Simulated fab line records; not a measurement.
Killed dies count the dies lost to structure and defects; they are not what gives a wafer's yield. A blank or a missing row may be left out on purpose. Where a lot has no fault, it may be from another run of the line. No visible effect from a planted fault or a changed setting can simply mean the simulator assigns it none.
Problem report in the 8D (eight disciplines) form, filled by code / flow sky130 / the parts of the form that need people (team, actions taken, sign-off) are left out

== 1. PROBLEM STATEMENT ==
Wafers without a fault read 15, standard deviation 4.6; killed at front end at SKY_PAD_OPEN_PROBE_99 reads a mean of 60 on 3 wafers belonging to 2 lots. That puts it +9.7 standard deviations away from the usual mean.
The first sign was on wafer L690.3 at day 47 08:10, on prober-02. The record holds 6 wafers of 2 lots with a number at this step. By rule, "out" or "out of limits" means more than 4 standard deviations away from the usual mean. Any other wafer with a number is counted as sound.

== 2. WHAT THIS IS AND IS NOT ==
question=which readings at this step | is=killed at front end | is not=killed_at_M0_to_M3, killed_at_M4_up, killed at contacts, killed at other, killed open, killed short
question=which lots | is=L690, L691 | is not=-
question=which wafers of those lots | is=L690.3, L690.5, L691.3 | is not=L690.4, L691.4, L691.5
question=read on which tools | is=prober-01, prober-02 | is not=-
question=when | is=from day 47 08:10 | is not=up to then (0 sound wafers); but 3 sound wafers of L690, L691 came after

== 3. SUSPECTS, AND WHAT RULES EACH OUT ==
Counting: a tool at a process step up to the reading stays a suspect if it ran every lot that is out. Sound lots after the first of them don't rule it out here, since some wafers of a struck lot are sound.
- plasma asher-01 at SKY_SONOS_ONO_STRIP_17 (strips in O2/N2): kept. It ran every lot that is out, first L690 (day 14 20:59).
- plasma asher-02 at SKY_PASSIVATION_STRIP_12 (strips in O2/N2): kept. It ran every lot that is out, first L690 (day 46 09:19).
- Within plasma asher-01 at SKY_SONOS_ONO_STRIP_17: the wafers that are out ran in chamber 0; their sound lot-mates ran in chamber 1.
Left after counting: plasma asher-01 at SKY_SONOS_ONO_STRIP_17, plasma asher-02 at SKY_PASSIVATION_STRIP_12.

== 4. THE CAUSE (what the simulator had put in) ==
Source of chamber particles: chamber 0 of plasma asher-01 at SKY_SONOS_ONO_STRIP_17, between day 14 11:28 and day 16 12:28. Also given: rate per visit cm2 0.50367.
Of the 2 suspects that counting leaves, this tool is one.

== 5. SEQUENCE OF EFFECTS, ordered by route ==
Each row: a reading whose mean over the struck wafers that have a number lies more than 3 standard deviations from the usual. Scope: only readings with a usual standard deviation given in the record; hours: median across lots of the time from each lot's start at the first step in this table that gives one to its start at this step; sigmas: change in usual standard deviations.
hours=0; step=SKY_PAD_OPEN_PROBE_99; reading=killed at front end; usual=15; on struck wafers=60; change=+45; sigmas=+9.7
hours=0; step=SKY_PAD_OPEN_PROBE_99; reading=killed dies; usual=88; on struck wafers=123; change=+35; sigmas=+3.7
The process steps in it:
- SKY_PAD_OPEN_PROBE_99

== 6. WHAT WOULD HAVE CAUGHT IT SOONER ==
First out-of-limits reading in this record: day 47 08:10, which is 789 hours after fault onset at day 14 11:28.
Tool readings at SKY_SONOS_ONO_STRIP_17 with a usual standard deviation given in the record: none out on any struck wafer, hence no alarm at a limit of 4 standard deviations on them.
The start of SKY_SONOS_ONO_STRIP_17 on plasma asher-01 came by day 47 08:10 for every one of the lots that are out (2). None of them would have been spared by holding the tool at that moment.
